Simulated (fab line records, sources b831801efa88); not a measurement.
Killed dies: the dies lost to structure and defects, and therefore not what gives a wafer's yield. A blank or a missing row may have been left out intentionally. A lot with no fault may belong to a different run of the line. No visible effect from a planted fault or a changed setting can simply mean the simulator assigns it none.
Which tool is to blame? + flow sky130 + 13 lots with 39 wafers sampled at 6 steps, on a route of 708 steps

WHAT THE GAUGES SHOWED, per wafer
SKY_FIELD_ISO_THK_MEAS_25. Usual: FIELD_ISO_CVD_24_THK gives 597 nm (standard deviation 7.7).
| lot  | measured    | on            | FIELD_ISO_CVD_24_THK (nm) | flag |
|------|-------------|---------------|---------------------------|------|
| L816 | day 2 08:07 | film_metro-04 | 594 620 587               |      |
| L817 | day 2 16:28 | film_metro-01 | 593 612 595               |      |
| L818 | day 2 17:01 | film_metro-04 | 604 601 608               |      |
| L819 | day 2 23:28 | film_metro-04 | 595 596 597               |      |
| L820 | day 3 04:58 | film_metro-01 | 614 596 593               |      |
| L821 | day 3 09:57 | film_metro-04 | 600 600 603               |      |
| L823 | day 3 21:26 | film_metro-03 | 601 609 593               |      |
| L828 | day 4 21:26 | film_metro-04 | 592 604 601               |      |
| L829 | day 5 02:25 | film_metro-04 | 594 593 589               |      |
| L831 | day 5 12:09 | film_metro-01 | 587 590 589               |      |
| L833 | day 5 23:36 | film_metro-04 | 591 594 592               |      |
| L834 | day 6 04:21 | film_metro-04 | 588 609 588               |      |
| L839 | day 7 06:01 | film_metro-01 | 598 587 601               |      |

SKY_NWELL_OVL_MEAS_23. Usual: NWELL_01_OVL gives 0.0 nm (standard deviation 1.5).
| lot  | measured     | on         | NWELL_01_OVL (nm) | flag |
|------|--------------|------------|-------------------|------|
| L816 | day 5 10:14  | overlay-02 | 2.3 1.8 0.7       |      |
| L817 | day 5 18:24  | overlay-01 | 1.6 0.3 0.6       |      |
| L818 | day 5 18:03  | overlay-01 | 3.1 1.9 0.2       |      |
| L819 | day 6 01:28  | overlay-02 | -0.5 -0.1 -0.2    |      |
| L820 | day 6 07:15  | overlay-01 | 0.0 -1.6 -1.5     |      |
| L821 | day 6 14:46  | overlay-01 | -2.0 -0.7 -1.8    |      |
| L823 | day 7 06:44  | overlay-01 | -0.2 -2.0 0.3     |      |
| L828 | day 8 08:36  | overlay-01 | 0.0 -2.4 -2.0     |      |
| L829 | day 8 14:34  | overlay-01 | -1.8 -0.8 -0.5    |      |
| L831 | day 9 01:25  | overlay-02 | -0.7 0.2 2.1      |      |
| L833 | day 9 14:23  | overlay-02 | -0.3 -1.0 -1.1    |      |
| L834 | day 9 18:49  | overlay-02 | 2.5 3.2 2.7       |      |
| L839 | day 11 02:19 | overlay-02 | 0.0 -2.0 0.2      |      |

SKY_VT_ADJUST_HVTP_CD_MEAS_07: target cd 380 nm. Usual: 379.5 nm for cd_nm, sd 2.2.
| lot  | measured     | on        | cd_nm (nm)        | flag |
|------|--------------|-----------|-------------------|------|
| L816 | day 6 05:59  | cd_sem-01 | 380.2 377.5 381.0 |      |
| L817 | day 6 13:49  | cd_sem-01 | 377.0 379.5 378.0 |      |
| L818 | day 6 13:40  | cd_sem-02 | 378.1 378.6 377.2 |      |
| L819 | day 6 20:53  | cd_sem-01 | 385.5 383.1 382.6 |      |
| L820 | day 7 03:28  | cd_sem-02 | 378.6 381.1 378.7 |      |
| L821 | day 7 11:08  | cd_sem-01 | 377.3 379.3 378.8 |      |
| L823 | day 8 04:55  | cd_sem-01 | 376.5 377.1 378.2 |      |
| L828 | day 9 06:03  | cd_sem-02 | 380.3 382.2 380.3 |      |
| L829 | day 9 12:50  | cd_sem-02 | 380.1 382.7 382.3 |      |
| L831 | day 10 00:21 | cd_sem-01 | 379.5 377.7 379.9 |      |
| L833 | day 10 13:34 | cd_sem-01 | 379.2 379.2 380.0 |      |
| L834 | day 10 17:51 | cd_sem-01 | 380.6 380.9 379.6 |      |
| L839 | day 12 01:58 | cd_sem-01 | 379.8 381.8 379.7 |      |

SKY_VT_ADJUST_PCH_OVL_MEAS_07. Usual: VT_ADJUST_PCH_OVL gives -0.4 nm (standard deviation 2).
| lot  | measured     | on         | VT_ADJUST_PCH_OVL (nm) | flag |
|------|--------------|------------|------------------------|------|
| L816 | day 10 16:27 | overlay-02 | -3.0 -2.6 -3.1         |      |
| L817 | day 11 02:14 | overlay-02 | -0.3 0.3 -0.9          |      |
| L818 | day 11 01:37 | overlay-01 | -4.2 -3.3 -2.6         |      |
| L819 | day 11 10:45 | overlay-01 | 2.4 0.9 0.8            |      |
| L820 | day 11 17:16 | overlay-01 | 0.9 0.1 -1.2           |      |
| L821 | day 12 03:32 | overlay-02 | 0.3 1.0 0.4            |      |
| L823 | day 13 00:26 | overlay-02 | 3.9 2.9 3.8            |      |
| L828 | day 14 06:04 | overlay-02 | 0.0 -1.9 -1.4          |      |
| L829 | day 14 14:56 | overlay-02 | -0.7 -2.4 1.9          |      |
| L831 | day 15 04:45 | overlay-01 | - - -                  | OFF  |
| L833 | day 15 20:20 | overlay-02 | -0.7 -1.3 0.2          |      |
| L834 | day 15 23:36 | overlay-01 | 1.6 -1.2 -0.6          |      |
| L839 | day 17 16:29 | overlay-02 | -2.8 -2.6 -2.3         |      |

SKY_VT_ADJUST_PCH_TW_MEAS_10. Usual: VT_ADJUST_PCH_TW gives 142.2 (standard deviation 0.74).
| lot  | measured     | on            | VT_ADJUST_PCH_TW  | flag |
|------|--------------|---------------|-------------------|------|
| L816 | day 10 16:44 | film_metro-02 | 142.3 142.8 142.6 |      |
| L817 | day 11 02:32 | film_metro-04 | 142.1 142.1 141.4 |      |
| L818 | day 11 01:55 | film_metro-02 | 142.1 142.9 142.0 |      |
| L819 | day 11 11:03 | film_metro-04 | 140.9 141.3 141.8 |      |
| L820 | day 11 17:34 | film_metro-02 | 141.9 142.4 141.9 |      |
| L821 | day 12 03:50 | film_metro-02 | 142.0 141.3 141.6 |      |
| L823 | day 13 00:43 | film_metro-02 | 142.1 141.5 141.5 |      |
| L828 | day 14 06:21 | film_metro-04 | 142.4 142.8 142.5 |      |
| L829 | day 14 15:13 | film_metro-04 | 141.9 142.5 142.8 |      |
| L831 | day 15 05:02 | film_metro-02 | 29.8 29.7 29.8    | OFF  |
| L833 | day 15 20:38 | film_metro-03 | 141.9 143.0 142.7 |      |
| L834 | day 15 23:53 | film_metro-04 | 141.7 141.3 142.0 |      |
| L839 | day 17 16:47 | film_metro-02 | 141.9 141.6 142.2 |      |

WHICH TOOL RAN EACH LOT (tool, then ch and the chambers of the sampled wafers, then the start)
| lot  | SKY_VT_ADJUST_PCH_EXPOSE_04         |
|------|-------------------------------------|
| L816 | iline_stepper-02 ch 0, day 10 04:47 |
| L817 | iline_stepper-01 ch 0, day 10 15:04 |
| L818 | iline_stepper-02 ch 0, day 10 14:17 |
| L819 | iline_stepper-01 ch 0, day 10 23:26 |
| L820 | iline_stepper-01 ch 0, day 11 05:44 |
| L821 | iline_stepper-01 ch 0, day 11 15:45 |
| L823 | iline_stepper-01 ch 0, day 12 12:11 |
| L828 | iline_stepper-02 ch 0, day 13 17:21 |
| L829 | iline_stepper-02 ch 0, day 14 02:17 |
| L831 | iline_stepper-02 ch 0, day 14 15:17 |
| L833 | iline_stepper-02 ch 0, day 15 06:31 |
| L834 | iline_stepper-01 ch 0, day 15 09:39 |
| L839 | iline_stepper-02 ch 0, day 17 02:05 |
- SKY_VT_ADJUST_PCH_EXPOSE_04: exposes mask NWM, target cd 840 nm.

WHAT THE TOOLS THEMSELVES READ (means of the sampled wafers that have a number; where no wafer has one, the mark that the record gives instead)
The record holds no such reading with a usual standard deviation.

THE ANSWER, worked out from the rows above alone
Rule: take the mean of a lot's wafers that have a number; if it is more than 3 standard deviations from the usual mean, the lot is off. Also off: a lot with no number at a reading for which 4 or more lots have one. The other lots that the step has rows for count as sound. Order of review: gauges by route order, followed by the tools' own readings, for which a lot's mean as printed above is used. At the first step where some lot is off, the reading lying furthest off is the one used; lots without a number count as furthest.
Off: L831, seen at SKY_VT_ADJUST_PCH_OVL_MEAS_07 (VT_ADJUST_PCH_OVL). Without a number there: L831.
If a tool, at a process step before that reading, ran all the lots that are off and no sound lot after the first of them, it fits. The gauges at SKY_VT_ADJUST_PCH_OVL_MEAS_07 aren't tried: what is off there is off at SKY_VT_ADJUST_PCH_TW_MEAS_10 too, on other tools, and a gauge's error can't cause that. None of those tried fits.

WHAT THE SIMULATOR HAD INSERTED
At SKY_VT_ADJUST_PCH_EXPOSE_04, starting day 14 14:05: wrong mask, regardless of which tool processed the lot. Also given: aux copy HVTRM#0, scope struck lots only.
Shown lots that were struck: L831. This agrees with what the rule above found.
